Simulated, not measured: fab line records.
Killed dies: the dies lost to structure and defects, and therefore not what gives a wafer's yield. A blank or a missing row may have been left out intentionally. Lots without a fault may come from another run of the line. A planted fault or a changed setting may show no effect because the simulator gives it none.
fab line records -- flow sfq_line
[record] lots = 7, wafers = 18, last_day = 80
route steps=325 shown L0@4 L0V@16 M0@28
lots that met no fault: from a run of the same line without faults
start_h: start of the lot's first displayed wafer, in hours after the record's first day -- wait_h: hours elapsed since this lot's preceding step -- " identical to the entry in the row above -- L1.1+2: several wafers, shown together as one row -- - no value, or no start given -- * or withheld: withheld -- < > ~ a bound
route shown NAME@n: NAME is a module with steps in the file, n the number in the route of the first one -- usual: average and standard deviation across the fault-free wafers -- same: alike in all rows -- chamber/n: place in a boat -- sites: per-site readings -- _std_site: the values' standard deviation -- _edge_site: mean of outer sites minus mean of inner sites -- radius_mm: how far each site lies from the wafer's centre -- mask NAME#n: copy n -- behind: the tool/chamber that last shaped the wafer -- hold: the reason the lot was held/the length of the hold in hours/how it ended -- device: the transistor (n, p or np) that didn't switch -- end of line: tests run on the same wafers once the route is complete -- where a step has no rows: the recipe by itself -- killed: dies that structure and defects cost at the first sort, which is not the same as the wafer's yield -- map: a wafer's dies, x killed, . not, _ none there
set.NAME: the setting the step ran with; set.NAME@STEP: the setting that earlier step ran with -- model.NAME: the simulator's own value behind a step, which no gauge read
lots seen at some steps along the route; tables by step, rows by wafer
services: when a tool's chamber went out of use (start_h, in hours from the record's first day, below 0 if earlier), for how many hours, and the reason
[[steps]]
[step SFQ_L0_RS_MEAS_901]
[recipe] thk_meas_gauge = four-point-probe, reads = MoNx_KI_of_TRILAYER_L0_DEP_SPUTTER_003
[usual] L0_MONX_KI_RS = 43.4/0.37
lot.wafer,tool,chamber,start_h,wait_h,L0_MONX_KI_RS[ohm/sq]
L391.2,film_metro-02,-,27.58,0.1,42.6
L391.3,film_metro-02,-,27.58,0.1,42.6
L391.4,film_metro-02,-,27.58,0.1,42.7
L394.1,film_metro-02,-,42.56,0.0,43.3
L394.2,film_metro-02,-,42.56,0.0,43.4
L394.6,film_metro-02,-,42.56,0.0,43.3
L395.2,film_metro-01,-,47.58,0.1,43.4
L395.4,film_metro-01,-,47.58,0.1,43.3
L395.5,film_metro-01,-,47.58,0.1,43.1
L397.4,film_metro-01,-,57.62,0.1,43.4
L397.6,film_metro-01,-,57.62,0.1,43.3
L398.5,film_metro-02,-,62.64,0.1,43.0
L398.6,film_metro-02,-,62.64,0.1,43.5
L400.4,film_metro-04,-,72.62,0.1,43.2
L400.5,film_metro-04,-,72.62,0.1,43.6
L406.2,film_metro-04,-,102.58,0.1,43.6
L406.4,film_metro-04,-,102.58,0.1,43.9
L406.6,film_metro-04,-,102.58,0.1,44.0
[step SFQ_L0_THK_MEAS_902]
[recipe] thk_meas_gauge = xrf, reads = MoNx_KI_of_TRILAYER_L0_DEP_SPUTTER_003
[usual] L0_MONX_KI_THK = 40.8/0.39
lot.wafer,tool,chamber,start_h,wait_h,L0_MONX_KI_THK[nm]
L391.2,film_metro-02,-,27.69,0.1,41.8
L391.3,film_metro-02,-,27.69,0.1,41.6
L391.4,film_metro-02,-,27.69,0.1,41.5
L394.1,film_metro-02,-,42.68,0.1,40.9
L394.2,film_metro-02,-,42.68,0.1,40.9
L394.6,film_metro-02,-,42.68,0.1,40.9
L395.2,film_metro-01,-,47.69,0.1,40.4
L395.4,film_metro-01,-,47.69,0.1,40.7
L395.5,film_metro-01,-,47.69,0.1,40.8
L397.4,film_metro-01,-,57.71,0.1,41.0
L397.6,film_metro-01,-,57.71,0.1,40.7
L398.5,film_metro-02,-,62.72,0.1,41.1
L398.6,film_metro-02,-,62.72,0.1,40.7
L400.4,film_metro-04,-,72.71,0.1,41.1
L400.5,film_metro-04,-,72.71,0.1,40.7
L406.2,film_metro-04,-,102.69,0.1,40.3
L406.4,film_metro-04,-,102.69,0.1,40.3
L406.6,film_metro-04,-,102.69,0.1,40.0
[step SFQ_TRILAYER_L0_LITHO_COAT_010]
[recipe] resist = BARC, spin_rpm = 3000, resist_thk_nm = 62
[step SFQ_TRILAYER_L0_LITHO_COAT_005]
[recipe] resist = KrF, spin_rpm = 3000, resist_thk_nm = 600
[step SFQ_TRILAYER_L0_LITHO_SOFTBAKE_009]
[recipe] temp_c = withheld, time_s = withheld, resist = KrF
[step SFQ_TRILAYER_L0_LITHO_EXPOSE_006]
[recipe] mask_id = L0, na = 0.6, source_shape = conventional, sigma_outer = 0.65, target_cd_nm = 2000, dose_mj = 14.4
[step SFQ_TRILAYER_L0_LITHO_PEB_008]
[recipe] peb_temp_c = 115, peb_time_s = 60, resist = KrF
[step SFQ_TRILAYER_L0_LITHO_DEVELOP_007]
[recipe] time_s = 60, resist = KrF
[step SFQ_TRILAYER_L0_BARC_OPEN_METAL_ETCH_010]
[recipe] mask_material = PR, chemistry = O2, target_depth_nm = 125, target = BARC, icp_w = 600, bias_w = 80, pressure_mtorr = 10, time_s = 41.7
[usual] drypump_motor_current_A = 5.9/0.37, oes_product_au = 0.685/0.0044
lot.wafer,tool,chamber,start_h,wait_h,drypump_motor_current_A,oes_product_au,rf_hours_counter_h
L391.2,rie_metal-01,0,87.96,0.1,5.8,0.682,16
L391.3,rie_metal-01,0,87.96,0.1,5.8,0.695,-
L391.4,rie_metal-01,1,87.96,0.1,5.7,0.687,-
L394.1,rie_metal-02,0,112.30,0.1,6.5,0.688,138
L394.2,rie_metal-02,0,112.30,0.1,6.5,0.688,-
L394.6,rie_metal-02,0,112.30,0.1,6.5,0.678,-
L395.2,rie_metal-01,1,118.30,0.1,5.7,0.692,57
L395.4,rie_metal-01,1,118.30,0.1,5.7,0.694,-
L395.5,rie_metal-01,0,118.30,0.1,5.8,0.692,-
L397.4,rie_metal-01,1,130.32,0.1,5.8,0.687,-
L397.6,rie_metal-01,1,130.32,0.1,5.7,0.688,-
L398.5,rie_metal-01,1,137.54,0.1,5.8,0.689,-
L398.6,rie_metal-01,0,137.54,0.1,5.8,0.684,-
L400.4,rie_metal-01,1,151.90,0.1,5.7,0.680,-
L400.5,rie_metal-01,1,151.90,0.1,5.7,0.692,-
L406.2,rie_metal-03,1,191.73,0.1,6.3,0.691,11
L406.4,rie_metal-03,0,191.73,0.1,5.5,0.680,-
L406.6,rie_metal-03,0,191.73,0.1,5.6,0.686,-
[step SFQ_TRILAYER_L0_ETCH_METAL_ETCH_008]
[recipe] target = MoNx_KI, stop_on = SiO2, mask_material = PR, chemistry = SF6/O2, target_depth_nm = 50, icp_w = 600, bias_w = 80, pressure_mtorr = 10, time_s = 25
[usual] drypump_motor_current_A = 5.9/0.37, oes_product_au = 0.875/0.0059
lot.wafer,tool,chamber,start_h,wait_h,drypump_motor_current_A,oes_product_au,rf_hours_counter_h
L391.2,rie_metal-01,0,88.02,0.0,5.7,0.884,16
L391.3,rie_metal-01,0,88.02,0.0,5.8,0.879,-
L391.4,rie_metal-01,1,88.02,0.0,5.7,0.883,-
L394.1,rie_metal-02,0,112.41,0.1,6.5,0.878,138
L394.2,rie_metal-02,0,112.41,0.1,6.5,0.875,-
L394.6,rie_metal-02,0,112.41,0.1,6.5,0.879,-
L395.2,rie_metal-01,1,118.36,0.0,5.8,0.879,57
L395.4,rie_metal-01,1,118.36,0.0,5.8,0.877,-
L395.5,rie_metal-01,0,118.36,0.0,5.8,0.871,-
L397.4,rie_metal-01,1,130.37,0.0,5.7,0.868,-
L397.6,rie_metal-01,1,130.37,0.0,5.7,0.880,-
L398.5,rie_metal-01,1,137.59,0.0,5.7,0.877,-
L398.6,rie_metal-01,0,137.59,0.0,5.8,0.883,-
L400.4,rie_metal-01,1,151.95,0.0,5.7,0.875,-
L400.5,rie_metal-01,1,151.95,0.0,5.7,0.877,-
L406.2,rie_metal-03,1,191.79,0.0,6.3,0.878,11
L406.4,rie_metal-03,0,191.79,0.0,5.5,0.871,-
L406.6,rie_metal-03,0,191.79,0.0,5.5,0.864,-
[step SFQ_TRILAYER_L0_STRIP_STRIP_009]
[recipe] gas = O2, power_w = 200, platen_temp_c = 40, overash_fraction = 0.65, chemistry = O2, pressure_mtorr = 50
[usual] drypump_motor_current_A = 5.9/0.37, oes_product_au = 0.997/0.0098, platen_temp_c = 39.97/0.11
[same] overash_fraction = 0.65
lot.wafer,tool,chamber,start_h,wait_h,drypump_motor_current_A,oes_product_au,platen_temp_c,rf_hours_counter_h
L391.2,rie_metal-01,0,88.06,0.0,5.8,0.982,40.03,16
L391.3,rie_metal-01,0,88.06,0.0,5.8,0.987,40.09,-
L391.4,rie_metal-01,1,88.06,0.0,5.7,0.990,39.95,-
L394.1,rie_metal-02,0,112.51,0.1,6.5,0.997,39.85,138
L394.2,rie_metal-02,0,112.51,0.1,6.5,1.000,39.92,-
L394.6,rie_metal-02,0,112.51,0.1,6.5,1.004,39.86,-
L395.2,rie_metal-01,1,118.40,0.0,5.7,0.982,40.03,57
L395.4,rie_metal-01,1,118.40,0.0,5.7,0.987,39.91,-
L395.5,rie_metal-01,0,118.40,0.0,5.8,0.995,39.92,-
L397.4,rie_metal-01,1,130.60,0.2,5.8,0.993,39.92,-
L397.6,rie_metal-01,1,130.60,0.2,5.7,0.993,40.03,-
L398.5,rie_metal-01,1,138.00,0.4,5.7,0.988,40.01,-
L398.6,rie_metal-01,0,138.00,0.4,5.8,1.005,39.89,-
L400.4,rie_metal-01,1,152.18,0.2,5.7,0.990,39.99,-
L400.5,rie_metal-01,1,152.18,0.2,5.7,0.988,39.96,-
L406.2,rie_metal-03,1,191.83,0.0,6.3,1.007,39.80,11
L406.4,rie_metal-03,0,191.83,0.0,5.5,1.002,39.98,-
L406.6,rie_metal-03,0,191.83,0.0,5.6,1.008,39.95,-
[step SFQ_TRILAYER_L0_STRIP_SOLV_CLEAN_010]
[recipe] chemistry = NMP, temp_c = 70, time_s = 600
[step SFQ_TRILAYER_L0_CAP_PECVD_011]
[recipe] material = SiO2, temp_c = 150, time_s = 13.333, pressure_torr = 2.4, rf_w = 183.3, precursor = SiH4/N2O, target_thk_nm = 60
[usual] heater_power_w = 84/7.1, throttle_valve_pct = 25.4/2.9
lot.wafer,tool,chamber,start_h,wait_h,heater_power_w,since_wet_clean_h,throttle_valve_pct,model.SiO2_of_TRILAYER_L0_CAP_PECVD_011.thk_nm
L391.2,pecvd-03,2,88.84,0.0,92,1003,27.5,58.67
L391.3,pecvd-03,0,88.84,0.0,85,1003,30.2,59.67
L391.4,pecvd-03,2,88.84,0.0,91,-,27.5,59.32
L394.1,pecvd-01,0,113.90,0.0,88,1398,30.9,58.85
L394.2,pecvd-01,2,113.90,0.0,76,1398,25.6,58.57
L394.6,pecvd-01,1,113.90,0.0,87,-,24.0,61.13
L395.2,pecvd-04,0,119.18,0.0,86,280,22.7,59.04
L395.4,pecvd-04,1,119.18,0.0,70,-,24.0,60.76
L395.5,pecvd-04,0,119.18,0.0,87,-,22.7,59.84
L397.4,pecvd-01,0,131.19,0.0,79,-,30.9,55.96
L397.6,pecvd-01,2,131.19,0.0,77,-,25.7,55.17
L398.5,pecvd-01,2,138.39,0.0,85,-,25.6,59.95
L398.6,pecvd-01,1,138.39,0.0,94,-,24.3,56.63
L400.4,pecvd-01,1,152.77,0.0,89,-,24.1,56.14
L400.5,pecvd-01,2,152.77,0.0,76,-,25.8,59.58
L406.2,pecvd-04,2,192.61,0.0,84,354,23.0,58.55
L406.4,pecvd-04,0,192.61,0.0,93,-,23.0,59.98
L406.6,pecvd-04,1,192.61,0.0,67,-,23.9,58.78
[step SFQ_TRILAYER_L0_VIA_LITHO_COAT_018]
[recipe] resist = BARC, spin_rpm = 3000, resist_thk_nm = 62
[step SFQ_TRILAYER_L0_VIA_LITHO_COAT_013]
[recipe] resist = KrF, spin_rpm = 3000, resist_thk_nm = 650
[step SFQ_TRILAYER_L0_VIA_LITHO_SOFTBAKE_017]
[recipe] temp_c = withheld, time_s = withheld, resist = KrF
[step SFQ_TRILAYER_L0_VIA_LITHO_EXPOSE_014]
[recipe] mask_id = L0V, na = 0.6, source_shape = conventional, sigma_outer = 0.65, target_cd_nm = 700, dose_mj = 21.3
[step SFQ_TRILAYER_L0_VIA_LITHO_PEB_016]
[recipe] peb_temp_c = 115, peb_time_s = 60, resist = KrF
[step SFQ_TRILAYER_L0_VIA_LITHO_DEVELOP_015]
[recipe] time_s = 60, resist = KrF
[step SFQ_L0V_OVL_MEAS_903]
[usual] L0V_OVL = 3/5.1
lot.wafer,tool,chamber,start_h,wait_h,L0V_OVL[nm]
L391.2,overlay-01,-,177.33,0.1,-13
L391.3,overlay-01,-,177.33,0.1,-1
L391.4,overlay-01,-,177.33,0.1,-7
L394.1,overlay-02,-,201.33,0.1,-2
L394.2,overlay-02,-,201.33,0.1,9
L394.6,overlay-02,-,201.33,0.1,4
L395.2,overlay-02,-,209.73,0.1,0
L395.4,overlay-02,-,209.73,0.1,-3
L395.5,overlay-02,-,209.73,0.1,1
L397.4,overlay-01,-,226.54,0.1,10
L397.6,overlay-01,-,226.54,0.1,4
L398.5,overlay-01,-,234.10,0.0,3
L398.6,overlay-01,-,234.10,0.0,-2
L400.4,overlay-02,-,249.72,0.1,4
L400.5,overlay-02,-,249.72,0.1,1
L406.2,overlay-01,-,294.14,0.1,10
L406.4,overlay-01,-,294.14,0.1,1
L406.6,overlay-01,-,294.14,0.1,5
[step SFQ_TRILAYER_L0_VIA_BARC_OPEN_VIA_ETCH_021]
[recipe] mask_material = PR, chemistry = O2, target_depth_nm = 125, target = BARC, source_w = 500, bias_w = 80, pressure_mtorr = 30, time_s = 41.7
[step SFQ_TRILAYER_L0_VIA_ETCH_VIA_ETCH_016]
[recipe] target = SiO2, stop_on = MoNx_KI, mask_material = PR, chemistry = CHF3, target_depth_nm = 80, source_w = 500, bias_w = 80, pressure_mtorr = 30, time_s = withheld
[usual] drypump_motor_current_A = 5.6/0.59, oes_product_au = 0.841/0.0075
lot.wafer,tool,chamber,start_h,wait_h,drypump_motor_current_A,oes_product_au,model.L0V.feature_depth_nm,model.etch.depth_nm
L391.2,rie_diel-01,3,177.40,0.0,4.9,0.834,58.67,58.67
L391.3,rie_diel-01,2,177.40,0.0,5.1,0.842,59.67,59.67
L391.4,rie_diel-01,0,177.40,0.0,6.6,0.839,59.32,59.32
L394.1,rie_diel-02,3,201.40,0.0,6.3,0.826,58.85,58.85
L394.2,rie_diel-02,0,201.40,0.0,6.5,0.844,58.57,58.57
L394.6,rie_diel-02,1,201.40,0.0,5.4,0.854,61.13,61.13
L395.2,rie_diel-04,2,209.80,0.0,6.1,0.837,59.04,59.04
L395.4,rie_diel-04,3,209.80,0.0,5.5,0.848,60.76,60.76
L395.5,rie_diel-04,3,209.80,0.0,5.6,0.843,59.84,59.84
L397.4,rie_diel-02,2,226.63,0.0,5.4,0.815,55.96,55.96
L397.6,rie_diel-02,0,226.63,0.0,6.4,0.802,55.17,55.17
L398.5,rie_diel-04,0,234.17,0.0,6.1,0.839,59.95,59.95
L398.6,rie_diel-04,3,234.17,0.0,5.5,0.818,56.63,56.63
L400.4,rie_diel-04,2,249.77,0.0,6.1,0.813,56.14,56.14
L400.5,rie_diel-04,0,249.77,0.0,6.1,0.833,59.58,59.58
L406.2,rie_diel-02,3,294.21,0.0,6.3,0.833,58.55,58.55
L406.4,rie_diel-02,2,294.21,0.0,5.4,0.840,59.98,59.98
L406.6,rie_diel-02,1,294.21,0.0,5.4,0.836,58.78,58.78
[step SFQ_TRILAYER_L0_VIA_STRIP_STRIP_017]
[recipe] gas = O2, power_w = 200, platen_temp_c = 40, overash_fraction = 0.65, chemistry = O2, pressure_mtorr = 50
[usual] drypump_motor_current_A = 5.9/0.41, oes_product_au = 1.003/0.009, platen_temp_c = 40.01/0.11
[same] overash_fraction = 0.65
lot.wafer,tool,chamber,start_h,wait_h,drypump_motor_current_A,oes_product_au,platen_temp_c,rf_hours_counter_h
L391.2,rie_metal-04,1,177.45,-,5.7,1.011,40.10,30
L391.3,rie_metal-04,0,177.45,-,6.3,0.992,39.80,-
L391.4,rie_metal-04,1,177.45,-,5.7,1.003,39.87,-
L394.1,rie_metal-04,0,201.45,-,6.3,1.014,39.95,95
L394.2,rie_metal-04,1,201.45,-,5.8,1.004,39.97,34
L394.6,rie_metal-04,0,201.45,-,6.3,1.001,39.86,-
L395.2,rie_metal-01,1,209.85,-,5.8,0.997,39.85,73
L395.4,rie_metal-01,0,209.85,-,5.7,1.000,40.03,-
L395.5,rie_metal-01,0,209.85,-,5.8,1.001,39.94,-
L397.4,rie_metal-04,0,226.85,-,6.3,1.007,39.90,-
L397.6,rie_metal-04,0,226.85,-,6.3,1.011,39.97,-
L398.5,rie_metal-01,1,234.60,-,5.8,0.993,39.99,-
L398.6,rie_metal-01,0,234.60,-,5.8,0.995,39.93,-
L400.4,rie_metal-04,0,250.42,-,6.3,1.013,40.20,-
L400.5,rie_metal-04,0,250.42,-,6.3,1.005,40.18,-
L406.2,rie_metal-04,0,294.26,-,6.3,1.013,40.07,114
L406.4,rie_metal-04,1,294.26,-,5.7,1.007,40.14,-
L406.6,rie_metal-04,1,294.26,-,5.7,1.009,40.10,-
[step SFQ_TRILAYER_L0_VIA_STRIP_SOLV_CLEAN_018]
[recipe] chemistry = NMP, temp_c = 70, time_s = 600
[step SFQ_TRILAYER_M0_DEP_PRE_CLEAN_020]
[recipe] gas = Ar, time_s = 15, bias_v = 250
lot.wafer,tool,chamber,start_h,wait_h,model.SiO2_of_TRILAYER_L0_CAP_PECVD_011.thk_nm
L391.2,pvd_sputter-04,-,178.24,0.0,53.67
L391.3,pvd_sputter-04,-,178.24,0.0,54.67
L391.4,pvd_sputter-04,-,178.24,0.0,54.32
L394.1,pvd_sputter-06,-,202.22,0.0,53.85
L394.2,pvd_sputter-06,-,202.22,0.0,53.57
L394.6,pvd_sputter-06,-,202.22,0.0,56.13
L395.2,pvd_sputter-04,-,210.62,0.0,54.04
L395.4,pvd_sputter-04,-,210.62,0.0,55.76
L395.5,pvd_sputter-04,-,210.62,0.0,54.84
L397.4,pvd_sputter-04,-,227.42,0.0,50.96
L397.6,pvd_sputter-04,-,227.42,0.0,50.17
L398.5,pvd_sputter-06,-,234.98,0.0,54.95
L398.6,pvd_sputter-06,-,234.98,0.0,51.63
L400.4,pvd_sputter-04,-,251.20,0.0,51.14
L400.5,pvd_sputter-04,-,251.20,0.0,54.58
L406.2,pvd_sputter-06,-,295.03,0.0,53.55
L406.4,pvd_sputter-06,-,295.03,0.0,54.98
L406.6,pvd_sputter-06,-,295.03,0.0,53.78
[step SFQ_TRILAYER_M0_DEP_SPUTTER_019]
[recipe] material = Nb, base_pressure_pa = 1.33e-06, chamber_pressure_pa = 0.1333, substrate_temp_c = 20, resputter_cathode_voltage_v = 400, target_thk_nm = 200, power_w = 2000, time_s = 133.3
[usual] chamber_pressure_pa = 0.13331/0.00027, throttle_valve_pct = 30.1/1.4
lot.wafer,tool,chamber,start_h,wait_h,chamber_pressure_pa,throttle_valve_pct
L391.2,pvd_sputter-04,-,178.26,0.0,0.13335,30.2
L391.3,pvd_sputter-04,-,178.26,0.0,0.133,31.4
L391.4,pvd_sputter-04,-,178.26,0.0,0.13392,31.2
L394.1,pvd_sputter-06,-,202.25,0.0,0.13314,29.0
L394.2,pvd_sputter-06,-,202.25,0.0,0.13349,28.7
L394.6,pvd_sputter-06,-,202.25,0.0,0.13361,28.9
L395.2,pvd_sputter-04,-,210.65,0.0,0.13318,31.1
L395.4,pvd_sputter-04,-,210.65,0.0,0.13324,31.5
L395.5,pvd_sputter-04,-,210.65,0.0,0.13311,31.8
L397.4,pvd_sputter-04,-,227.45,0.0,0.13322,31.3
L397.6,pvd_sputter-04,-,227.45,0.0,0.13309,31.3
L398.5,pvd_sputter-06,-,235.04,0.0,0.1335,28.8
L398.6,pvd_sputter-06,-,235.04,0.0,0.13341,30.8
L400.4,pvd_sputter-04,-,251.22,0.0,0.13337,31.1
L400.5,pvd_sputter-04,-,251.22,0.0,0.13356,31.7
L406.2,pvd_sputter-06,-,295.06,0.0,0.13325,28.9
L406.4,pvd_sputter-06,-,295.06,0.0,0.13313,28.9
L406.6,pvd_sputter-06,-,295.06,0.0,0.13392,30.8
[[services]]
tool,chamber,start_h,hours,kind
rie_metal-03,1,88.44,22.6,repair
rie_metal-03,0,89.76,2.1,repair
pecvd-04,2,92.08,11.6,repair
pvd_sputter-06,-,104.58,1.2,repair
rie_diel-02,2,119.52,3.2,repair
rie_diel-02,3,120.31,27.6,repair
rie_diel-01,2,123.19,7.2,repair
pvd_sputter-04,-,123.44,7.9,repair
rie_diel-04,3,123.48,5.8,repair
pecvd-01,-,129.07,0.9,repair
rie_diel-02,1,137.84,7.4,repair
pecvd-01,-,167.55,0.7,repair
pecvd-03,-,182.57,4.3,pm
pecvd-01,-,194.25,14.0,pm
pvd_sputter-04,-,201.76,7.9,repair
rie_diel-04,0,238.69,5.1,repair
pecvd-04,-,243.69,1.3,repair
rie_diel-02,1,245.30,5.9,repair
rie_metal-04,1,246.56,21.5,repair
rie_diel-01,0,264.88,2.8,repair
rie_metal-03,1,270.88,12.7,repair
pvd_sputter-04,-,272.09,2.9,repair
pvd_sputter-04,-,293.06,34.3,repair
rie_diel-04,3,293.92,6.5,repair
[[key]]
[first_sign] step = SFQ_TRILAYER_L0_VIA_ETCH_VIA_ETCH_016, reading = oes_product_au, direction = down, sigmas = 3.9, usual = 0.841, struck = 0.812
effect none on later readings
[model_effect] step = SFQ_TRILAYER_L0_CAP_PECVD_011, value = SiO2_of_TRILAYER_L0_CAP_PECVD_011.thk_nm, without = 60.85, struck = 55.97
[model_effect] step = SFQ_TRILAYER_L0_VIA_ETCH_VIA_ETCH_016, value = L0V.feature_depth_nm, without = 60.85, struck = 55.97
[model_effect] step = SFQ_TRILAYER_M0_DEP_PRE_CLEAN_020, value = SiO2_of_TRILAYER_L0_CAP_PECVD_011.thk_nm, without = 55.85, struck = 50.97
met_at SFQ_TRILAYER_L0_CAP_PECVD_011
struck_wafers L397.4,L397.6,L398.6,L400.4
onset_between 113.90 131.19
[fault] kind = process_parameter_drift, tool = pecvd-01, chamber = -, onset_h = 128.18, steps = SFQ_TRILAYER_L0_CAP_PECVD_011, channel = target_thk_nm, offset = -4.8399, shape = step, end_h = 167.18, scope = struck_wafers_only, acts_in = these_recipes_only, stated = 60
